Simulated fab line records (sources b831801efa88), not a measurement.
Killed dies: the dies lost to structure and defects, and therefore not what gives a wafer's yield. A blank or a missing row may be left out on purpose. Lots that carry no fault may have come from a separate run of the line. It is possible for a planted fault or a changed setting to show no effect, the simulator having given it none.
Chamber matching ; flow gf180mcu ; GF_V4_CMP_04 on cmp-01: 4 sister chambers
The step polishes SiO2. 4 wafers are shown with their chamber, then 7 later ones without.

== WAFERS WITH THEIR CHAMBER ==
wafer;chamber;motorCurrentA (A)
L571.2;3;14.7
L573.6;2;11.7
L577.1;0;13.0
L577.5;1;12.9

== WAFERS WITH NO CHAMBER GIVEN ==
wafer;motorCurrentA (A)
L577.6;11.0
L578.1;14.3
L578.2;13.4
L578.5;10.5
L583.1;12.5
L583.2;11.1
L583.4;13.5

== CHAMBER TAKEN BY EACH ==
wafer;from the rows above;in truth
L577.6;can't be placed: 2 or 1 or 0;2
L578.1;can't be placed: 3 or 0 or 1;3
L578.2;can't be placed: 0 or 1 or 3 or 2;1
L578.5;can't be placed: 2 or 1 or 0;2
L583.1;can't be placed: 1 or 0 or 2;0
L583.2;can't be placed: 2 or 1 or 0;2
L583.4;can't be placed: 0 or 1 or 3 or 2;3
Placed correctly: 0 of 7. These rows do not allow placing 7 (true chamber among the candidates in 7). Number placed wrongly: 0.
How it was worked out, from the rows above alone: a wafer's distance from a chamber is the root of the sum, over the readings, of the square of ((its reading less the chamber's mean) divided by the reading's scatter). If the next closest chamber is less than 2 further off than the closest, the wafer can't be placed; otherwise it belongs to the closest. For every chamber, the mean is computed from those of its wafers that are shown. The scatter: root of mean squared gap, hidden wafer to nearest shown wafer, with one shown wafer a chamber.
